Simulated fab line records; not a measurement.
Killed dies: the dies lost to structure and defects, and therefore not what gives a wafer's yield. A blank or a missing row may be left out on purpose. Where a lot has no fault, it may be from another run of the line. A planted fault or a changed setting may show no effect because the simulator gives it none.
Matching of chambers ; flow sfqLine ; 4 sister chambers for SFQ_TRILAYER_I4_VIA_BARC_OPEN_VIA_ETCH_146 on rieDiel-02
The step etches BARC in O2, target depth 125 nm, time 41.7 s. 15 wafers are shown with their chamber, then 7 later ones without.

WAFERS, EACH WITH ITS CHAMBER
wafer;chamber;drypumpMotorCurrentA (A);oesProductAu (a.u.)
L716.1;1;5.0;0.684
L716.5;2;6.0;0.688
L716.6;1;4.9;0.676
L720.4;0;5.6;0.690
L723.1;1;5.0;0.690
L723.3;1;5.0;0.685
L723.6;1;5.0;0.683
L725.3;3;5.6;0.688
L725.4;1;5.0;0.693
L725.6;1;5.0;0.685
L726.1;2;6.0;0.688
L726.5;3;5.5;0.681
L726.6;2;6.0;0.687
L728.1;1;5.0;0.684
L728.3;2;6.0;0.681

SIGNATURES (averages over the wafers above)
reading;chamber 0;chamber 1;chamber 2;chamber 3;scatter within a chamber
drypumpMotorCurrentA;5.600;4.987;6.000;5.550;0.0354
oesProductAu;0.69000;0.68500;0.68600;0.68450;0.00462
Rule: distance of a wafer from a chamber = root of the sum over the readings of ((wafer's reading minus chamber's mean) / reading's scatter) squared. The wafer belongs to the nearest chamber; if the next one is less than 2 further off, it can't be placed. How the scatter is found: for the shown wafers, subtract from each reading the mean of its chamber, square and add these, divide the total by (wafers less chambers), then take the root.

WAFERS WITH NO CHAMBER GIVEN
wafer;drypumpMotorCurrentA (A);oesProductAu (a.u.)
L728.4;5.6;0.687
L731.1;5.0;0.693
L731.4;6.0;0.686
L731.5;4.9;0.681
L733.1;6.0;0.691
L733.3;5.7;0.692
L733.5;6.0;0.684

THE CHAMBER EACH PASSED THROUGH
wafer;from the rows above;in truth
L728.4;can't be placed: 0 or 3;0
L731.1;1;1
L731.4;2;2
L731.5;1;1
L733.1;2;2
L733.3;can't be placed: 0 or 3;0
L733.5;2;2
Correctly placed: 5 of 7. Cannot be placed on the basis of these rows: 2; the candidates contain the true chamber in 2. 0 placed wrongly.
